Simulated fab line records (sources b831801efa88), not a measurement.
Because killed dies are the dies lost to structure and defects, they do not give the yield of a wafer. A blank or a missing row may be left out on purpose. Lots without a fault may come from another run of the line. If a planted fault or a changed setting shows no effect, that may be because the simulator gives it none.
Commonality check across tools + flow sfq-line + 45 wafers sampled across 15 lots

REASON IT WAS OPENED
SFQ_M3_RS_MEAS_919, reading M3_NB_RS: flagged on 3 of 15 lots. Fault-free wafers read 0.889 ohm/sq, with a standard deviation of 0.01.
Rule: flag the lot when none of its wafers has a number, or when each of its wafers that has one lies beyond 4 standard deviations from that mean. The rest of the lots are taken to be sound.

| lot  | measured     | on            | M3_NB_RS (ohm/sq), wafer by wafer | flag    |
|------|--------------|---------------|-----------------------------------|---------|
| L520 | day 44 07:09 | film-metro-03 | 0.882 0.880 0.883                 |         |
| L522 | day 45 15:59 | film-metro-01 | 0.955 0.946 0.945                 | FLAGGED |
| L523 | day 45 21:58 | film-metro-03 | 0.937 0.943 0.936                 | FLAGGED |
| L524 | day 46 05:11 | film-metro-03 | 0.948 0.951 0.948                 | FLAGGED |
| L532 | day 50 13:07 | film-metro-01 | 0.893 0.891 0.893                 |         |
| L533 | day 50 17:55 | film-metro-01 | 0.871 0.880 0.870                 |         |
| L534 | day 51 01:18 | film-metro-04 | 0.895 0.895 0.905                 |         |
| L535 | day 51 04:44 | film-metro-03 | 0.867 0.871 0.873                 |         |
| L536 | day 51 11:55 | film-metro-01 | 0.886 0.891 0.878                 |         |
| L537 | day 51 13:19 | film-metro-01 | 0.898 0.911 0.904                 |         |
| L538 | day 52 05:57 | film-metro-01 | 0.895 0.893 0.901                 |         |
| L539 | day 52 08:21 | film-metro-04 | 0.879 0.878 0.871                 |         |
| L541 | day 52 21:40 | film-metro-03 | 0.899 0.899 0.891                 |         |
| L542 | day 53 18:02 | film-metro-03 | 0.906 0.900 0.891                 |         |
| L543 | day 54 03:38 | film-metro-04 | 0.874 0.878 0.882                 |         |
On average the flagged lots' numbers are 0.945 ohm/sq, which is +0.056 ohm/sq against the usual, or +6 standard deviations.

EACH LOT AND THE TOOL IT RAN ON
The record keeps 1 process step preceding the reading, out of 325 steps on the route. Read each cell as the tool, then ch plus the chambers that the sampled wafers visited, then the start.
| lot  | flag    | SFQ_TRILAYER_M3_DEP_SPUTTER_073 |
|------|---------|---------------------------------|
| L520 |         | pvd-sputter-05, day 44 07:04    |
| L522 | FLAGGED | pvd-sputter-05, day 45 15:53    |
| L523 | FLAGGED | pvd-sputter-05, day 45 21:52    |
| L524 | FLAGGED | pvd-sputter-05, day 46 05:05    |
| L532 |         | pvd-sputter-06, day 50 13:01    |
| L533 |         | pvd-sputter-04, day 50 17:49    |
| L534 |         | pvd-sputter-05, day 51 01:12    |
| L535 |         | pvd-sputter-04, day 51 04:37    |
| L536 |         | pvd-sputter-05, day 51 11:49    |
| L537 |         | pvd-sputter-06, day 51 13:13    |
| L538 |         | pvd-sputter-05, day 52 05:49    |
| L539 |         | pvd-sputter-04, day 52 08:13    |
| L541 |         | pvd-sputter-06, day 52 21:33    |
| L542 |         | pvd-sputter-06, day 53 17:57    |
| L543 |         | pvd-sputter-04, day 54 03:33    |
What is done by these steps:
- SFQ_TRILAYER_M3_DEP_SPUTTER_073: material Nb, target thk 200 nm, time 133.3 s.
- SFQ_M3_RS_MEAS_919: measures by four-point-probe.

FLAGGED OVER TOTAL, TOOL BY TOOL (the gauges that took the reading come last)
| step                            | tool           | lots run | flagged | share of the flagged lots | sound lots run after its first flagged lot |
|---------------------------------|----------------|----------|---------|---------------------------|--------------------------------------------|
| SFQ_TRILAYER_M3_DEP_SPUTTER_073 | pvd-sputter-04 | 4        | 0       | none                      | -                                          |
| SFQ_TRILAYER_M3_DEP_SPUTTER_073 | pvd-sputter-05 | 7        | 3       | all                       | 3 (L534,L536,L538)                         |
| SFQ_TRILAYER_M3_DEP_SPUTTER_073 | pvd-sputter-06 | 4        | 0       | none                      | -                                          |
| SFQ_M3_RS_MEAS_919              | film-metro-01  | 6        | 1       | some                      | 5 (L532,L533,L536,L537,L538)               |
| SFQ_M3_RS_MEAS_919              | film-metro-03  | 6        | 2       | some                      | 3 (L535,L541,L542)                         |
| SFQ_M3_RS_MEAS_919              | film-metro-04  | 3        | 0       | none                      | -                                          |

THE TABLE: WHAT IT ALLOWS
All flagged lots share 1 row of the table, namely pvd-sputter-05 at SFQ_TRILAYER_M3_DEP_SPUTTER_073.
- pvd-sputter-05 at SFQ_TRILAYER_M3_DEP_SPUTTER_073: 3 of its 7 lots flagged. After the first flagged lot (L534, L536, L538), sound lots still ran on it; a lasting fault on the whole tool would not permit that. Its own readings lie more than 4 standard deviations out on every wafer of the flagged lots: cathode-dc-power-W.
No row of the table ran every flagged lot and no sound lot after the first.

WHAT THE SIMULATOR HAD PUT IN
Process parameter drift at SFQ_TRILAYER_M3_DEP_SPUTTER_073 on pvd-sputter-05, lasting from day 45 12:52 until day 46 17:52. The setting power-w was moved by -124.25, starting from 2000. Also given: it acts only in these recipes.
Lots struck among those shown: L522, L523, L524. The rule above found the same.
